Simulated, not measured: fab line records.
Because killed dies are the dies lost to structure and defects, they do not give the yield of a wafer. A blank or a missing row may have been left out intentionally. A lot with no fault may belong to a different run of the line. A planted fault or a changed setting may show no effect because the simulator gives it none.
Which of the tools did it? | flow gf180mcu | 13 lots, 39 wafers sampled, at 6 steps of a route of 602

## WHAT EACH GAUGE READ, for each wafer
GF_PSD_CD_MEAS_07: target cd 400 nm. Usual: cd nm at 400.9 nm, with a standard deviation of 2.6.
lot  | measured     | on        | cd nm (nm)        | flag
L496 | day 14 19:43 | cd sem-02 | 402.1 401.5 404.7 |
L497 | day 14 23:20 | cd sem-02 | 399.3 402.9 400.3 |
L498 | day 15 02:15 | cd sem-01 | 401.3 399.3 400.1 |
L499 | day 15 19:02 | cd sem-02 | 399.3 400.8 400.8 |
L501 | day 16 08:23 | cd sem-02 | 400.4 401.2 399.7 |
L500 | day 16 10:12 | cd sem-01 | 401.2 399.7 400.0 |
L502 | day 16 18:28 | cd sem-02 | 401.1 400.8 400.3 |
L503 | day 17 01:43 | cd sem-02 | 401.9 403.6 402.0 |
L505 | day 17 18:34 | cd sem-02 | 404.0 400.8 401.7 |
L506 | day 18 04:04 | cd sem-01 | 404.2 406.5 404.1 |
L508 | day 18 21:01 | cd sem-01 | 401.8 401.1 400.6 |
L515 | day 21 04:22 | cd sem-02 | - - -             | OFF
L517 | day 21 20:46 | cd sem-02 | 394.3 395.5 394.4 |

GF_PSD_TW_MEAS_11. Usual: PSD_TW 3150, standard deviation 19.
lot  | measured     | on            | PSD_TW         | flag
L496 | day 14 20:07 | film metro-01 | 3172 3188 3168 |
L497 | day 14 23:44 | film metro-04 | 3161 3157 3152 |
L498 | day 15 02:38 | film metro-01 | 3153 3162 3162 |
L499 | day 15 19:26 | film metro-01 | 3175 3179 3175 |
L501 | day 16 08:47 | film metro-04 | 3145 3150 3158 |
L500 | day 16 10:35 | film metro-01 | 3168 3177 3178 |
L502 | day 16 18:52 | film metro-03 | 3143 3141 3134 |
L503 | day 17 02:07 | film metro-04 | 3156 3180 3174 |
L505 | day 17 19:10 | film metro-04 | 3170 3158 3176 |
L506 | day 18 04:28 | film metro-04 | 3157 3192 3180 |
L508 | day 18 21:25 | film metro-01 | 3144 3157 3160 |
L515 | day 21 04:44 | film metro-03 | 30 30 30       | OFF
L517 | day 21 21:10 | film metro-03 | 3149 3150 3134 |

GF_PSD_RS_MEAS_15: the measuring method here is four-point-probe. Usual: PSD_RS 108.5 ohm/sq, standard deviation 0.3.
lot  | measured     | on            | PSD_RS (ohm/sq)   | flag
L496 | day 14 20:26 | film metro-01 | 108.5 108.6 108.4 |
L497 | day 15 00:03 | film metro-03 | 108.5 108.5 108.7 |
L498 | day 15 02:58 | film metro-03 | 108.6 108.5 108.6 |
L499 | day 15 19:46 | film metro-03 | 108.3 108.3 108.4 |
L501 | day 16 09:06 | film metro-03 | 109.0 109.3 108.8 |
L500 | day 16 10:55 | film metro-01 | 108.0 108.5 108.3 |
L502 | day 16 19:11 | film metro-04 | 108.3 108.4 108.6 |
L503 | day 17 02:26 | film metro-03 | 108.9 108.1 108.6 |
L505 | day 17 19:29 | film metro-01 | 108.3 108.0 108.2 |
L506 | day 18 04:47 | film metro-03 | 108.5 108.9 108.5 |
L508 | day 18 21:44 | film metro-01 | 108.4 108.3 108.5 |
L515 | day 21 05:05 | film metro-01 | 108.9 108.8 108.7 |
L517 | day 21 21:29 | film metro-01 | 108.2 107.8 108.2 |

GF_SAB_THK_MEAS_01. Usual: SAB_CVD_00_THK 49.9 nm, standard deviation 0.8.
lot  | measured     | on            | SAB_CVD_00_THK (nm) | flag
L496 | day 14 20:34 | film metro-03 | 48.2 49.3 49.1      |
L497 | day 15 00:11 | film metro-01 | 49.4 50.7 51.0      |
L498 | day 15 03:05 | film metro-02 | 49.7 51.1 49.7      |
L499 | day 15 19:53 | film metro-01 | 49.6 51.4 50.5      |
L501 | day 16 09:14 | film metro-01 | 49.6 49.7 50.6      |
L500 | day 16 11:02 | film metro-03 | 48.8 50.3 50.8      |
L502 | day 16 19:19 | film metro-02 | 50.0 49.7 50.7      |
L503 | day 17 02:34 | film metro-01 | 49.7 49.2 50.1      |
L505 | day 17 19:38 | film metro-01 | 49.9 49.9 51.0      |
L506 | day 18 04:55 | film metro-02 | 49.7 50.7 51.1      |
L508 | day 18 21:52 | film metro-03 | 50.9 50.5 51.6      |
L515 | day 21 05:12 | film metro-03 | 50.9 51.4 50.3      |
L517 | day 21 21:37 | film metro-01 | 49.5 49.2 50.0      |

GF_CONTACT_THK_MEAS_01. Usual: CONTACT_CVD_00_THK 299 nm, standard deviation 4.4.
lot  | measured     | on            | CONTACT_CVD_00_THK (nm) | flag
L496 | day 15 19:12 | film metro-04 | 302 301 301             |
L497 | day 15 22:41 | film metro-02 | 305 302 295             |
L498 | day 16 01:35 | film metro-04 | 299 299 304             |
L499 | day 16 19:46 | film metro-02 | 300 302 302             |
L501 | day 17 07:49 | film metro-04 | 300 301 304             |
L500 | day 17 10:23 | film metro-04 | 304 303 307             |
L502 | day 17 18:07 | film metro-01 | 296 304 299             |
L503 | day 18 03:18 | film metro-01 | 297 302 299             |
L505 | day 18 20:28 | film metro-02 | 291 298 293             |
L506 | day 19 06:05 | film metro-02 | 304 298 306             |
L508 | day 19 22:57 | film metro-02 | 299 295 300             |
L515 | day 22 05:23 | film metro-02 | 300 300 299             |
L517 | day 22 21:44 | film metro-01 | 292 296 305             |

## WHAT TOOL EACH LOT RAN ON (gives the tool, then ch and the chambers of the sampled wafers, and finally the start)
lot  | GF_PSD_EXPOSE_04
L496 | iline stepper-01 ch 0, day 14 09:32
L497 | iline stepper-01 ch 0, day 14 13:01
L498 | iline stepper-01 ch 0, day 14 15:57
L499 | iline stepper-02 ch 0, day 15 08:10
L501 | iline stepper-01 ch 0, day 15 21:28
L500 | iline stepper-02 ch 0, day 15 23:24
L502 | iline stepper-02 ch 0, day 16 06:47
L503 | iline stepper-02 ch 0, day 16 14:37
L505 | iline stepper-02 ch 0, day 17 06:49
L506 | iline stepper-02 ch 0, day 17 16:56
L508 | iline stepper-01 ch 0, day 18 08:31
L515 | iline stepper-02 ch 0, day 20 16:22
L517 | iline stepper-02 ch 0, day 21 09:13
- GF_PSD_EXPOSE_04: exposes mask Pplus, target cd 400 nm.

## WHAT THE TOOLS THEMSELVES READ (means of the sampled wafers that have a number; where no wafer has one, the mark that the record gives instead)
The record holds no such reading with a usual standard deviation.

## THE ANSWER, worked out from the rows above alone
Rule: lot off if the mean of its wafers having a number is beyond 3 standard deviations from the usual mean. Also off: a lot with no number at a reading for which 4 or more lots have one. Any other lot the step has rows for is counted as sound. The gauges are gone through in route order, then the tools' own readings, and for those a lot's mean is taken as printed above. At the first step where some lot is off, the reading lying furthest off is the one used; lots without a number count as furthest.
Off: L515, at GF_PSD_CD_MEAS_07 (cd nm). Without a number there: L515.
If a tool, at a process step before that reading, ran all the lots that are off and no sound lot after the first of them, it fits. Not tried: the gauges at GF_PSD_CD_MEAS_07; whatever is off there is also off at GF_PSD_TW_MEAS_11, on other tools, and gauge error can't account for it. Of those tried, none fits.

## WHAT THE SIMULATOR PUT IN
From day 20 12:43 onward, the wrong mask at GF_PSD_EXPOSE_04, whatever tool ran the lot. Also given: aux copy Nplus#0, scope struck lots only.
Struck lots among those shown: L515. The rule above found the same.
